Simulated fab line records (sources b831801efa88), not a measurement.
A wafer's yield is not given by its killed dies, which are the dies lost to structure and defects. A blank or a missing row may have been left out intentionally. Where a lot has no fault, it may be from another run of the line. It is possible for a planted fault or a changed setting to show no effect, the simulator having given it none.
Which tool is to blame?	flow sfq line	42 wafers from 14 lots sampled at 2 of the route's 325 steps

== WHAT THE GAUGES SHOWED, per wafer ==
SFQ_M7_RS_MEAS_943: a four-point-probe measurement. Usual: M7_NB_RS 0.891 ohm/sq, standard deviation 0.012.
lot	measured	on	M7_NB_RS (ohm/sq)	flag
L535	day 67 09:47	film metro-03	0.886 0.892 0.878	
L536	day 71 04:51	film metro-01	0.896 0.882 0.884	
L537	day 71 06:04	film metro-03	0.891 0.897 0.887	
L538	day 73 04:50	film metro-03	0.907 0.898 0.887	
L540	day 73 16:52	film metro-03	0.886 0.890 0.881	
L541	day 73 20:26	film metro-01	0.889 0.873 0.872	
L542	day 73 21:40	film metro-03	0.901 0.904 0.909	
L543	day 73 22:51	film metro-03	0.894 0.893 0.892	
L548	day 74 14:28	film metro-03	0.906 0.911 0.908	
L551	day 75 02:05	film metro-01	0.775 0.773 0.774 0.772 0.772 0.774	OFF
L553	day 75 06:38	film metro-03	0.775 0.762 0.773 0.773 0.762 0.774	OFF
L554	day 75 08:28	film metro-03	0.880 0.898 0.891	
L555	day 75 10:16	film metro-01	0.889 0.886 0.884	
L556	day 75 10:50	film metro-01	0.878 0.881 0.876	

== WHICH TOOL RAN EACH LOT (tool, then ch and the chambers of the sampled wafers, then the start) ==
lot	SFQ_TRILAYER_M7_DEP_SPUTTER_175
L535	pvd sputter-03, day 67 09:42
L536	pvd sputter-05, day 71 04:46
L537	pvd sputter-03, day 71 05:58
L538	pvd sputter-04, day 73 04:45
L540	pvd sputter-04, day 73 16:45
L541	pvd sputter-04, day 73 20:21
L542	pvd sputter-05, day 73 21:33
L543	pvd sputter-04, day 73 22:46
L548	pvd sputter-05, day 74 14:21
L551	pvd sputter-05, day 75 01:59
L553	pvd sputter-05, day 75 06:33
L554	pvd sputter-03, day 75 08:21
L555	pvd sputter-03, day 75 10:09
L556	pvd sputter-04, day 75 10:45
- SFQ_TRILAYER_M7_DEP_SPUTTER_175: material Nb, target thk 200 nm, time 133.3 s.

== AS READ BY THE TOOLS THEMSELVES (means over the sampled wafers that have a number; for cases with no such wafer, the mark the record gives instead) ==
SFQ_TRILAYER_M7_DEP_SPUTTER_175. Usual: cathode dc power W 2000.0 W, standard deviation 0.37; throttle valve pct 30.0 %, standard deviation 1.1.
lot	tool	cathode dc power W (W)	throttle valve pct (%)	flag
L535	pvd sputter-03	1999.7	29.9	
L536	pvd sputter-05	2000.0	29.1	
L537	pvd sputter-03	2000.4	29.9	
L538	pvd sputter-04	1999.9	30.5	
L540	pvd sputter-04	1999.9	30.8	
L541	pvd sputter-04	2000.0	30.9	
L542	pvd sputter-05	2000.2	29.2	
L543	pvd sputter-04	2000.2	30.7	
L548	pvd sputter-05	2000.3	29.1	
L551	pvd sputter-05	2347.8	29.1	OFF
L553	pvd sputter-05	2347.8	28.9	OFF
L554	pvd sputter-03	2000.0	29.6	
L555	pvd sputter-03	2000.1	30.0	
L556	pvd sputter-04	2000.1	31.2	

== THE ANSWER, worked out from the rows above alone ==
Rule: take the mean of a lot's wafers that have a number; if it is more than 3 standard deviations from the usual mean, the lot is off. A lot without any number at a reading at which 4 lots or more have one is off too. All remaining lots with rows at the step are treated as sound. First the gauges in route order, then the tools' own readings, where a lot's mean is used as printed above. At the first step where some lot is off, the reading lying furthest off is the one used; lots without a number count as furthest.
Off: at SFQ_M7_RS_MEAS_943 (M7_NB_RS), L551, L553.
A tool fits if, at a process step before that reading, it ran every lot that is off, and no sound lot after the first of them. Not tried: the gauges at SFQ_M7_RS_MEAS_943; whatever is off there is also off at SFQ_TRILAYER_M7_DEP_SPUTTER_175, on other tools, and gauge error can't account for it. One fits: SFQ_TRILAYER_M7_DEP_SPUTTER_175 on pvd sputter-05. A fault onset in the window from L548 (day 74 14:21, its last sound lot) to L551 (day 75 01:59, its first lot off) fits.
On the lots that are off, the tool's own readings at SFQ_TRILAYER_M7_DEP_SPUTTER_175 differ by more than 5 times the standard deviation of the sound lots' means, which bears it out; cathode dc power W reads 2347.8 W there versus 2000.1 W on the sound lots.

== WHAT HAD BEEN PUT IN BY THE SIMULATOR ==
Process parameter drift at SFQ_TRILAYER_M7_DEP_SPUTTER_175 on pvd sputter-05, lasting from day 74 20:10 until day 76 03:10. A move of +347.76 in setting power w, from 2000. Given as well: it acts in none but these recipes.
Struck lots among those shown: L551, L553. The same result came from the rule above.
